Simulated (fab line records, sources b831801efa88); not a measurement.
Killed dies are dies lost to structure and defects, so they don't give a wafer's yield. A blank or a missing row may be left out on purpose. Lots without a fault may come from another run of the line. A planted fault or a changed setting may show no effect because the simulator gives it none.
Chamber matching | flow sky130 | SKY_VIA1_ETCH_14 on rie_diel-01: 4 sister chambers
The step etches BARC in N2/H2, stops on SiO2, time 45.9 s, target depth 60 nm. 16 wafers are shown with their chamber, then 8 later ones without.

WAFERS WITH THEIR CHAMBER
wafer  | chamber | drypump_motor_current_A (A) | oes_product_au (a.u.) | bias_w (W)
L927.1 | 2       | 5.9                         | 0.861                 | 99.62
L927.3 | 1       | 5.4                         | 0.849                 | 100.08
L927.6 | 3       | 6.0                         | 0.856                 | 99.36
L929.1 | 1       | 5.4                         | 0.857                 | 99.73
L929.2 | 3       | 5.9                         | 0.859                 | 100.22
L929.4 | 1       | 5.4                         | 0.852                 | 99.84
L933.1 | 2       | 5.9                         | 0.852                 | 99.73
L933.2 | 0       | 5.6                         | 0.859                 | 100.35
L933.6 | 2       | 5.9                         | 0.853                 | 99.86
L935.3 | 0       | 5.6                         | 0.855                 | 100.42
L935.5 | 1       | 5.4                         | 0.853                 | 99.85
L935.6 | 2       | 5.9                         | 0.856                 | 99.69
L942.3 | 1       | 5.4                         | 0.851                 | 99.82
L942.4 | 0       | 5.6                         | 0.857                 | 99.95
L942.5 | 2       | 5.9                         | 0.861                 | 100.16
L946.2 | 0       | 5.6                         | 0.860                 | 100.16

SIGNATURES (means of the wafers above)
reading                 | chamber 0 | chamber 1 | chamber 2 | chamber 3 | scatter within a chamber
drypump_motor_current_A | 5.600     | 5.400     | 5.900     | 5.950     | 0.0204
oes_product_au          | 0.85775   | 0.85240   | 0.85660   | 0.85750   | 0.00326
bias_w                  | 100.2200  | 99.8640   | 99.8120   | 99.7900   | 0.25
Rule: a wafer's distance from a chamber is the root of the sum, over the readings, of the square of ((its reading less the chamber's mean) divided by the reading's scatter). The wafer belongs to the nearest chamber; if the next one is less than 2 further off, it can't be placed. The scatter: the root of (the sum of the squares of (reading less its chamber's mean) over the shown wafers, divided by (wafers less chambers)).

WAFERS WITHOUT THEIR CHAMBER
wafer  | drypump_motor_current_A (A) | oes_product_au (a.u.) | bias_w (W)
L946.3 | 5.4                         | 0.852                 | 99.85
L946.5 | 6.0                         | 0.858                 | 100.09
L947.1 | 5.4                         | 0.850                 | 99.58
L947.4 | 5.4                         | 0.850                 | 100.06
L947.5 | 5.9                         | 0.847                 | 99.99
L948.2 | 5.9                         | 0.849                 | 99.71
L948.4 | 5.9                         | 0.852                 | 100.28
L948.5 | 5.6                         | 0.852                 | 100.36

WHICH CHAMBER EACH WENT THROUGH
wafer  | from the rows above     | in truth
L946.3 | 1                       | 1
L946.5 | 3                       | 3
L947.1 | 1                       | 1
L947.4 | 1                       | 1
L947.5 | can't be placed: 2 or 3 | 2
L948.2 | can't be placed: 2 or 3 | 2
L948.4 | can't be placed: 2 or 3 | 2
L948.5 | 0                       | 0
Placed correctly: 5 of 8. Can't be placed from these rows: 3 (the true chamber is among the candidates in 3). Placed wrongly: 0.
